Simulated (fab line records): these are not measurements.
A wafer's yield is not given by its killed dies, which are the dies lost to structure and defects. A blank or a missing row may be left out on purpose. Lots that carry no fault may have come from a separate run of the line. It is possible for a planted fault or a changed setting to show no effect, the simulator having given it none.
Problem report, 8D (eight disciplines) form, completed by code || flow sfq-line || the parts of the form that need people (team, actions taken, sign-off) are left out

== 1. WHAT WENT WRONG ==
Wafers without a fault read 0.854 a.u., standard deviation 0.0048; oes-product-au at SFQ_TRILAYER_I0_VIA_ETCH_VIA_ETCH_034 reads a mean of 0.374 a.u. on 6 wafers belonging to 2 lots. That is -99 or more standard deviations from the usual mean.
The step: etches SiO2 in CHF3, stops on Nb, target depth 260 nm.
First seen on wafer L378.1, day 14 13:06, on rie-diel-01. At this step, 42 wafers from 14 lots have a number in the record. Rule for "out", or "out of limits": more than 4 standard deviations from the usual mean. All remaining wafers that have a number are taken as sound.

== 2. WHAT IT IS, WHAT IT ISN'T ==
{"question": "which readings at this step", "is": "oes-product-au", "is not": "bias-w, chamber-pressure-mTorr, drypump-motor-current-A"}
{"question": "which lots", "is": "L378, L379", "is not": "L361, L362, L364, L365, L368, L369, L370, L372, L373, L374, L381, L382"}
{"question": "which wafers of those lots", "is": "all that have a number", "is not": "-"}
{"question": "read on which tools", "is": "rie-diel-01", "is not": "rie-diel-02, rie-diel-03"}
{"question": "when", "is": "from day 14 13:06", "is not": "up to then (30 sound wafers); but 6 sound wafers of L381, L382 came after"}

== 3. THE SUSPECTS, EACH WITH WHAT RULES IT OUT ==
Counting: a tool stays on the suspect list if, at a process step up to the reading, it processed all lots that are out and no sound lot following the first of them.
- rie-diel-01 at SFQ_TRILAYER_I0_VIA_BARC_OPEN_VIA_ETCH_046 (etches BARC in O2, target depth 125 nm, time 41.7 s): ruled out as a lasting fault. The sound lots L381 went through it after L378, its earliest lot that is out (day 14 13:04).
- rie-diel-01 at SFQ_TRILAYER_I0_VIA_ETCH_VIA_ETCH_034 (etches SiO2 in CHF3, stops on Nb, target depth 260 nm): ruled out as a lasting fault. The sound lots L381 went through it after L378, its earliest lot that is out (day 14 13:06).
Left after counting: nothing in the record.

== 4. THE CAUSE (what the simulator had put in) ==
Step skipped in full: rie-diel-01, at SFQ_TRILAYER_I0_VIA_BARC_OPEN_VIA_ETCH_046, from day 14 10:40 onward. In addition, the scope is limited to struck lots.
Counting ruled it out, wrongly.

== 5. THE EFFECT CHAIN, in route order ==
Each row: a reading whose mean over the struck wafers that have a number lies more than 3 standard deviations from the usual. Only readings for which the record gives a usual standard deviation are gone through. hours: the time from each lot's start at the first step in this table that gives one to its start at this step, as a median over the lots. sigmas: the change in usual standard deviations.
{"hours": 0, "step": "SFQ_TRILAYER_I0_VIA_ETCH_VIA_ETCH_034", "reading": "oes-product-au", "usual": "0.854 a.u.", "on struck wafers": 0.374, "change": -0.479, "sigmas": "-99 or more"}
Its process steps:
- SFQ_TRILAYER_I0_VIA_ETCH_VIA_ETCH_034: etches SiO2 in CHF3, stops on Nb, target depth 260 nm.
Readings that are blank on the struck wafers while sound wafers have them: bias-w at SFQ_TRILAYER_I0_VIA_BARC_OPEN_VIA_ETCH_046; chamber-pressure-mTorr at SFQ_TRILAYER_I0_VIA_BARC_OPEN_VIA_ETCH_046; drypump-motor-current-A at SFQ_TRILAYER_I0_VIA_BARC_OPEN_VIA_ETCH_046; oes-product-au at SFQ_TRILAYER_I0_VIA_BARC_OPEN_VIA_ETCH_046; exposure-dose-mJ-cm2 at SFQ_TRILAYER_M1_LITHO_EXPOSE_040; focus-offset-nm at SFQ_TRILAYER_M1_LITHO_EXPOSE_040.

== 6. HOW IT WOULD HAVE BEEN CAUGHT EARLIER ==
First out-of-limits reading in this record: day 14 13:06, which is 2 hours after fault onset at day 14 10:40.
At SFQ_TRILAYER_I0_VIA_BARC_OPEN_VIA_ETCH_046 the tool's readings are blank on the struck wafers, where sound wafers have them: an empty tool record is the first sign, and it was there at once.
